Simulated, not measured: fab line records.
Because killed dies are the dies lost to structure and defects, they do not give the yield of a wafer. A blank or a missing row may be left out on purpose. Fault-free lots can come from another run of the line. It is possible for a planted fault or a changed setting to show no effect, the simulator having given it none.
Struck lot and sound lot, side by side + flow sky130 + 44 steps out of a route of 708
Sound: wafers L795.1, L795.2, L795.3. Wafers struck: L807.2, L807.4, L807.5. The cause is given at the end.
At each step with rows: each side's tool, then ch and its chambers, then its first start. Under that, the readings that differ: sound wafers + struck wafers + difference of the means + sigmas: that difference in standard deviations of wafers without a fault.
alike: readings whose means differ by less than 2 such deviations, and words and numbers that are the same on both sides. not compared: withheld readings, readings that some wafer has no value for, bounds like >300 that may hide the same value, and numbers for which the record gives no deviation and whose values overlap.
Wherever a step has rows on one side only, a row that says differs or no value, or a row with sigmas, the two part there. Numbers that have no deviation but don't overlap get no sigmas and don't part them. Lack of a reading on every wafer of one side parts them only where that side has two or more wafers.

SKY_VIA2_SPUTTER_20: material TiN, target thk 20 nm, time 80 s.
  sound: pvd sputter-01 at day 36 10:16; struck: pvd sputter-01 at day 41 23:28
  alike: throttle valve pct
then, 1 step without rows for these wafers: SKY_VIA2_CVD_21 (deposits W, target thk 420 nm, time 126.4 s).
SKY_VIA2_RS_MEAS_22: the measuring method here is four-point-probe.
  sound: film metro-02 at day 36 10:27; struck: film metro-02 at day 41 23:40
  alike: VIA2_W_RS
SKY_VIA2_THK_MEAS_23: measures by xrf.
  sound: film metro-02 at day 36 10:34; struck: film metro-02 at day 41 23:47
  alike: VIA2_W_THK
then, 2 steps without rows for these wafers: SKY_VIA2_CMP_24 (polishes, stops on SiO2, t overpolish 20 s, target thk 0 nm); SKY_METAL3_SPUTTER_00 (material Ti, target thk 15 nm, time 10 s).
SKY_METAL3_SPUTTER_01: material TiN, target thk 20 nm, time 16.7 s.
  sound: pvd sputter-02 at day 36 10:57; struck: pvd sputter-04 at day 42 00:09
  alike: throttle valve pct
SKY_METAL3_SPUTTER_02: material AlCu, target thk 735 nm, time 39.1 s.
  sound: pvd sputter-02 at day 36 10:59; struck: pvd sputter-04 at day 42 00:11
  alike: throttle valve pct
SKY_METAL3_SPUTTER_03: material Ti, target thk 5 nm, time 3.3 s.
  sound: pvd sputter-02 at day 36 11:01; struck: pvd sputter-04 at day 42 00:13
  alike: throttle valve pct
then, 2 steps without rows for these wafers: SKY_METAL3_SPUTTER_04 (material TiN, target thk 70 nm, time 58.3 s); SKY_CAPM_CVD_00 (deposits SiO2, target thk 15.5 nm).
SKY_CAPM_THK_MEAS_01:
  sound: film metro-02 at day 36 11:07; struck: film metro-02 at day 42 00:19
  alike: CAPM_CVD_00_THK
SKY_CAPM_SPUTTER_02: material TiN, target thk 200 nm, time 166.7 s.
  sound: pvd sputter-03 at day 36 11:10; struck: pvd sputter-03 at day 42 00:22
| reading                                  | sound             | struck          | difference | sigmas |
|------------------------------------------|-------------------|-----------------|------------|--------|
| model.TiN_of_CAPM_SPUTTER_02.thk nm (nm) | 195.7 196.8 199.8 | 186 184.3 185.3 | -12        |        |
  alike: throttle valve pct
SKY_CAPM_RS_MEAS_03: the measuring method here is four-point-probe.
  sound: film metro-02 at day 36 11:17; struck: film metro-01 at day 42 00:30
| reading              | sound          | struck         | difference | sigmas |
|----------------------|----------------|----------------|------------|--------|
| CAPM_TIN_RS (ohm/sq) | 7.07 7.04 6.94 | 7.44 7.52 7.47 | +0.46      | +6     |
SKY_CAPM_THK_MEAS_04: measures by xrf.
  sound: film metro-02 at day 36 11:24; struck: film metro-01 at day 42 00:37
| reading           | sound             | struck            | difference | sigmas |
|-------------------|-------------------|-------------------|------------|--------|
| CAPM_TIN_THK (nm) | 195.0 195.8 199.2 | 187.9 186.4 186.7 | -9.7       | -4     |
then, 7 steps without rows for these wafers: SKY_CAPM_DEHYDRATE_05 (time 60 s); SKY_CAPM_HMDS_06 (prime time 60 s); SKY_CAPM_COAT_07 (resist thk 1140 nm); SKY_CAPM_SOFTBAKE_08 (time 60 s); SKY_CAPM_EXPOSE_09 (exposes mask CAPM, target cd 1000 nm); SKY_CAPM_PEB_10; SKY_CAPM_DEVELOP_11 (develop time 60 s).
SKY_CAPM_OVL_MEAS_12:
  sound: overlay-02 at day 37 12:21; struck: overlay-01 at day 42 23:14
  alike: CAPM_OVL
SKY_CAPM_METAL_ETCH_13: etches TiN in Cl2/BCl3, stops on SiO2, target depth 220 nm, time 62.9 s.
  sound on rie metal-02 ch 0,1, day 37 12:23; struck on rie metal-02 ch 0,1, day 42 23:16
| reading                | sound                | struck               | difference | sigmas |
|------------------------|----------------------|----------------------|------------|--------|
| oes product au (a.u.)  | 0.928 0.927 0.941    | 0.901 0.889 0.902    | -0.035     | -5     |
| throttle valve pct (%) | 21.913 21.911 21.885 | 21.930 21.928 21.927 | +0.025     | +3     |
  alike: drypump motor current A
  not compared: rf hours counter h
SKY_CAPM_STRIP_14: strips in O2/N2.
  sound on plasma asher-04 ch 0,1, day 37 12:28; struck on plasma asher-03 ch 0,1, day 42 23:21
  alike: drypump motor current A, oes product au, strip time to endpoint s
  not compared: rf hours counter h
then, 11 steps without rows for these wafers: SKY_CAPM_STRIP_15 (strips in post etch residue remover, time 1200 s); SKY_CAPM_CLEAN_16 (cleans in IPA, time 180 s); SKY_CAPM_CLEAN_17 (cleans in O3/DIW); SKY_METAL3_DEHYDRATE_05 (time 60 s); SKY_METAL3_HMDS_06 (prime time 60 s); SKY_METAL3_COAT_07 (resist thk 60 nm); SKY_METAL3_COAT_08 (resist thk 1140 nm); SKY_METAL3_SOFTBAKE_09 (time 90 s); SKY_METAL3_EXPOSE_10 (exposes mask MM3, target cd 300 nm); SKY_METAL3_PEB_11; SKY_METAL3_DEVELOP_12 (develop time 60 s).
SKY_METAL3_CD_MEAS_13: target cd 300 nm.
  sound: cd sem-02 at day 38 15:05; struck: cd sem-02 at day 43 22:52
  alike: cd nm
SKY_METAL3_OVL_MEAS_14:
  sound: overlay-01 at day 38 15:12; struck: overlay-02 at day 43 22:58
  alike: METAL3_OVL
then, 4 steps without rows for these wafers: SKY_METAL3_DESCUM_15 (chemistry O2, time 8 s); SKY_METAL3_ETCH_16 (etches BARC in N2/H2, stops on SiO2, time 88.2 s, target depth 60 nm); SKY_METAL3_ETCH_17 (etches SiO2 in C4F8/O2/Ar, stops on TiN, time 3.9 s, target depth 15 nm); SKY_METAL3_METAL_ETCH_18 (etches the open film in Cl2/BCl3, stops on SiO2, target depth 845 nm, time 183.1 s).
SKY_METAL3_STRIP_20: strips in post etch residue remover, time 1200 s.
  sound on wet bench-04 ch 1, day 38 15:44; struck on wet bench-02 ch 0, day 43 23:25
| reading                                  | sound           | struck            | difference | sigmas |
|------------------------------------------|-----------------|-------------------|------------|--------|
| model.TiN_of_CAPM_SPUTTER_02.thk nm (nm) | 194.8 195.9 199 | 185.2 183.5 184.5 | -12.2      |        |
  alike: temp c
-- the record jumps here: 6 days lie between the struck wafers' starts before and after (it left off in module METAL3 and takes up again in module PAD_OPEN, whose first step shown is number 708 of the route) --
SKY_PAD_OPEN_PROBE_99:
  sound: prober-01 at day 45 20:41; struck: prober-01 at day 50 03:01
| reading                          | sound             | struck            | difference | sigmas |
|----------------------------------|-------------------|-------------------|------------|--------|
| model.etest.cap mim.plate ohm sq | 6.141 6.094 6.014 | 6.455 6.525 6.452 | +0.394     |        |
  alike: defect limited yield, killed_at_M0_to_M3, killed_at_M4_up, killed at contacts, killed at front end, killed at other, killed dies, killed open, killed short, sort_bin_3_pad_short, sort_bin_5_function, sort_bin_6_memory, sort n pass, sort yield pct
  not compared: model.etest.cap mim.leak log10 a cm2

WHERE THEY PART
First at SKY_CAPM_RS_MEAS_03; last, within this record, at SKY_CAPM_METAL_ETCH_13. Later steps at which nothing parts them and some readings are alike: SKY_CAPM_STRIP_14, SKY_METAL3_CD_MEAS_13, SKY_METAL3_OVL_MEAS_14, SKY_METAL3_STRIP_20, SKY_PAD_OPEN_PROBE_99.

WHY: whatever the simulator had introduced
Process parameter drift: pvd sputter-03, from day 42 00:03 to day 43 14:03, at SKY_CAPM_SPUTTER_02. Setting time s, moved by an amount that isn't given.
